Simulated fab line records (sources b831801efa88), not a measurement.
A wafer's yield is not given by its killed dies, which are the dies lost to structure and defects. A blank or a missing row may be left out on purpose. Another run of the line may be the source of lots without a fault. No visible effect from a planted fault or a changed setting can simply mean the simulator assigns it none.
Chamber matching | flow sky130 | SKY_CAP2M_CVD_00 on pecvd-03 has 3 sister chambers
The step deposits SiO2, target thk 15.5 nm. 6 wafers are shown with their chamber, then 10 later ones without.

WAFERS, EACH WITH ITS CHAMBER
wafer  | chamber | heater-power-w (W)
L077.5 | 2       | 749
L078.5 | 2       | 772
L088.1 | 0       | 578
L088.5 | 1       | 676
L090.1 | 1       | 625
L090.2 | 0       | 572

WAFERS MISSING THEIR CHAMBER
wafer  | heater-power-w (W)
L090.5 | 613
L093.1 | 560
L093.2 | 680
L093.4 | 675
L093.3 | 573
L093.5 | 692
L093.6 | 554
L096.3 | 569
L096.4 | 644
L096.5 | 581

CHAMBER TAKEN BY EACH
wafer  | from the rows above     | in truth
L090.5 | can't be placed: 1 or 0 | 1
L093.1 | 0                       | 0
L093.2 | 1                       | 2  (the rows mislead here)
L093.4 | 1                       | 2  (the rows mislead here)
L093.3 | 0                       | 0
L093.5 | can't be placed: 1 or 2 | 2
L093.6 | 0                       | 0
L096.3 | 0                       | 0
L096.4 | 1                       | 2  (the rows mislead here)
L096.5 | 0                       | 0
Correctly placed: 5 of 10. These rows do not allow placing 2 (true chamber among the candidates in 2). Placed wrongly: 3.
How it was worked out, from the rows above alone: a wafer's distance from a chamber is the root of the sum, over the readings, of the square of ((its reading less the chamber's mean) divided by the reading's scatter). The wafer belongs to the nearest chamber; if the next one is less than 2 further off, it can't be placed. The mean given for a chamber averages the wafers shown for that chamber. The scatter is the square root of a quotient: the sum, over the shown wafers, of each reading's squared deviation from its chamber's mean, divided by wafers minus chambers.
